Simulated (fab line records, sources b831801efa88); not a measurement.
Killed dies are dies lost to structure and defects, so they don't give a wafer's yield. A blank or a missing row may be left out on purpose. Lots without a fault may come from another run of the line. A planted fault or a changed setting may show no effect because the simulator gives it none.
Which tool did it? | flow sfq_line | 6 lots, 18 wafers sampled, at 2 steps of a route of 325

WHAT THE GAUGES READ, wafer by wafer
SFQ_M0_RS_MEAS_904: measures by four-point-probe.
lot  | measured     | on            | M0_NB_RS (ohm/sq)
L564 | day 7 10:28  | film_metro-03 | 0.899 0.900 0.901
L567 | day 8 04:44  | film_metro-03 | 0.877 0.881 0.876
L569 | day 8 18:07  | film_metro-01 | 0.881 0.883 0.882
L571 | day 9 01:09  | film_metro-01 | 0.884 0.886 0.890
L575 | day 10 06:04 | film_metro-02 | 0.907 0.903 0.902
L584 | day 13 10:31 | film_metro-03 | 0.902 0.891 0.891

WHICH TOOL RAN EACH LOT (tool, then ch and the chambers of the sampled wafers, then the start)
lot  | SFQ_TRILAYER_M0_DEP_SPUTTER_019
L564 | pvd_sputter-04, day 7 10:22
L567 | pvd_sputter-05, day 8 04:38
L569 | pvd_sputter-04, day 8 18:01
L571 | pvd_sputter-06, day 9 01:02
L575 | pvd_sputter-06, day 10 05:59
L584 | pvd_sputter-04, day 13 10:25
- SFQ_TRILAYER_M0_DEP_SPUTTER_019: material Nb, target thk 200 nm, time 133.3 s.

THE ANSWER, worked out from the rows above alone
Rule: what is usual is taken from the lots themselves. Put in order of their means at a reading, lots are off if they are a third of the lots or fewer, leave a main group of 4 or more, and stand apart from it by a gap of 3 or more times the standard deviation of the main group's means; of several such gaps the widest counts. A main group whose means are all the same, to the digits that the tables above print for the reading, isn't used. A lot without any number at a reading at which 4 lots or more have one is off too. The other lots that the step has rows for count as sound.
No lot is off at any reading shown: from this, nothing can be told.

WHAT THE SIMULATOR HAD PUT IN
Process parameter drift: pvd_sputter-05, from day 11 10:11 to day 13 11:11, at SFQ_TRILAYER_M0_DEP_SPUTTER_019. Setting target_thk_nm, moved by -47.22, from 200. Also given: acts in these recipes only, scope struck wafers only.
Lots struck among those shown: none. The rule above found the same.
